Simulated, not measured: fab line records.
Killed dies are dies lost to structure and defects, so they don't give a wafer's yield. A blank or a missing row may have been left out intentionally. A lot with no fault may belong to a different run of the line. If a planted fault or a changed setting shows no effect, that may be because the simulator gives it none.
A lot that was struck, set against a sound lot | flow gf180mcu | 31 out of 602 route steps
Sound: the wafers L190.4, L190.5, L190.6. Struck: wafers L204.2, L204.4, L204.5. The cause is named last.
At each step with rows: each side's tool, then ch and its chambers, then its first start. Under that, the readings that differ: sound wafers | struck wafers | difference of the means | sigmas: that difference in standard deviations of wafers without a fault.
alike: readings with means less than 2 such deviations apart, plus words and numbers identical on both sides. not compared: withheld readings, readings lacking a value on some wafer, bounds such as >300 that could conceal the same value, and numbers that have no deviation in the record and whose values overlap.
Wherever a step has rows on one side only, a row that says differs or no value, or a row with sigmas, the two part there. Numbers that don't overlap but have no deviation are shown without sigmas and don't part them. A reading that every wafer of one side lacks parts them only if that side has two wafers or more.

first, 1 step without rows for these wafers: GF_HV_LDD_CVD_56 (deposits Si3N4 from DCS/NH3, target thk 90 nm, time 1543 s).
GF_HV_LDD_THK_MEAS_57:
  struck on filmMetro-01, day 18 00:57; sound on filmMetro-03, day 13 18:02
  alike: HV_LDD_CVD_56_THK
GF_HV_LDD_ETCHBACK_58: etches Si3N4 in CH3F/O2, stops on SiO2, time 100 s, target depth 90 nm.
  sound on rieDiel-03 ch 0,2,3, day 13 18:04; struck on rieDiel-03 ch 0,3, day 18 01:00
  alike: drypumpMotorCurrentA, oesProductAu, throttleValvePct
  not compared: rfHoursCounterH
then, 7 steps without rows for these wafers: GF_NSD_DEHYDRATE_00 (time 60 s); GF_NSD_HMDS_01 (prime time 60 s); GF_NSD_COAT_02 (resist thk 1000 nm); GF_NSD_SOFTBAKE_03 (time 60 s); GF_NSD_EXPOSE_04 (exposes mask Nplus, target cd 400 nm); GF_NSD_PEB_05; GF_NSD_DEVELOP_06 (develop time 60 s).
GF_NSD_CD_MEAS_07 targets a cd of 400 nm.
  struck on cdSem-02, day 19 01:04; sound on cdSem-01, day 14 14:17
  alike: cdNm
GF_NSD_OVL_MEAS_08:
  struck on overlay-01, day 19 01:10; sound on overlay-02, day 14 14:22
  alike: NSD_OVL
GF_NSD_IMPLANT_09:
  sound on implanter-02 ch 0, day 14 14:28; struck on implanter-03 ch 0, day 19 01:14
reading                  | sound             | struck            | difference | sigmas
implantIonAmu            | 75 75 75          | 31 31 31          | -44        | 
model.implant.rpNm (nm)  | 38.13 38.13 38.13 | 69.46 69.46 69.46 | +31.33     | 
model.implant.drpNm (nm) | 16.15 16.15 16.15 | 29.74 29.74 29.74 | +13.59     | 
  alike: doseIonsCm2
following that, these wafers have no rows for 1 step: GF_NSD_IMPLANT_10.
GF_NSD_STRIP_11: strips in O2/N2.
  sound on plasmaAsher-04 ch 0,1, day 14 14:43; struck on plasmaAsher-04 ch 0,1, day 19 01:30
reading                  | sound             | struck            | difference | sigmas
oesProductAu (a.u.)      | 0.490 0.483 0.478 | 0.455 0.451 0.452 | -0.031     | -7
stripTimeToEndpointS (s) | 22.96 22.94 22.93 | 26.31 26.29 26.26 | +3.34      | +93
  alike: drypumpMotorCurrentA, heaterPowerW
  not compared: rfHoursCounterH
GF_NSD_TW_MEAS_12:
  struck on filmMetro-02, day 19 01:52; sound on filmMetro-02, day 14 14:49
reading | sound          | struck         | difference | sigmas
NSD_TW  | 4316 4293 4294 | 4876 4896 4878 | +582       | +10
  not compared: hold
then, 6 steps without rows for these wafers: GF_PSD_HMDS_01 (prime time 60 s); GF_PSD_COAT_02 (resist thk 1000 nm); GF_PSD_SOFTBAKE_03 (time 60 s); GF_PSD_EXPOSE_04 (exposes mask Pplus, target cd 400 nm); GF_PSD_PEB_05; GF_PSD_DEVELOP_06 (develop time 60 s).
GF_PSD_CD_MEAS_07 targets a cd of 400 nm.
  struck on cdSem-02, day 20 02:20; sound on cdSem-01, day 15 12:30
  alike: cdNm
GF_PSD_OVL_MEAS_08:
  struck on overlay-01, day 20 02:27; sound on overlay-02, day 15 12:34
  alike: PSD_OVL
following that, these wafers have no rows for 1 step: GF_PSD_IMPLANT_09.
GF_PSD_STRIP_10: strips in O2/N2.
  sound on plasmaAsher-04 ch 0,1, day 15 12:46; struck on plasmaAsher-02 ch 0,1, day 20 02:38
reading                  | sound             | struck            | difference | sigmas
stripTimeToEndpointS (s) | 16.46 16.52 16.47 | 16.58 16.57 16.53 | +0.08      | +3
  alike: drypumpMotorCurrentA, heaterPowerW, oesProductAu
  not compared: rfHoursCounterH
GF_PSD_TW_MEAS_11:
  struck on filmMetro-02, day 20 02:44; sound on filmMetro-03, day 15 12:52
  alike: PSD_TW
then, 1 step without rows for these wafers: GF_PSD_CLEAN_12 (cleans in SC1/SC2, time 150 s).
GF_PSD_RTA_13: time 20 s.
  sound on rtpAnneal-01 ch 0, day 15 12:59; struck on rtpAnneal-02 ch 0, day 20 02:54
reading          | sound                | struck               | difference | sigmas
lampPowerPct (%) | 32.3 32.3 32.3       | 34.6 34.7 34.6       | +2.3       | +2
wafer_temp_C_max | 1026.9 1028.0 1027.1 | 1029.7 1030.5 1029.8 | +2.7       | +3
GF_PSD_RS_MEAS_14: measurement is done with a four-point probe.
  struck on filmMetro-02, day 20 03:17; sound on filmMetro-02, day 15 13:05
reading         | sound             | struck            | difference | sigmas
NSD_RS (ohm/sq) | 46.03 46.03 45.93 | 25.53 25.49 25.59 | -20.46     | -99 or more
  not compared: hold
following that, these wafers have no rows for 1 step: GF_PASSIVATION_PROBE_99.

== WHERE THEY PART ==
At GF_NSD_STRIP_11 first; at GF_PSD_RS_MEAS_14 last (within this record only).

WHY: what the simulator had put in
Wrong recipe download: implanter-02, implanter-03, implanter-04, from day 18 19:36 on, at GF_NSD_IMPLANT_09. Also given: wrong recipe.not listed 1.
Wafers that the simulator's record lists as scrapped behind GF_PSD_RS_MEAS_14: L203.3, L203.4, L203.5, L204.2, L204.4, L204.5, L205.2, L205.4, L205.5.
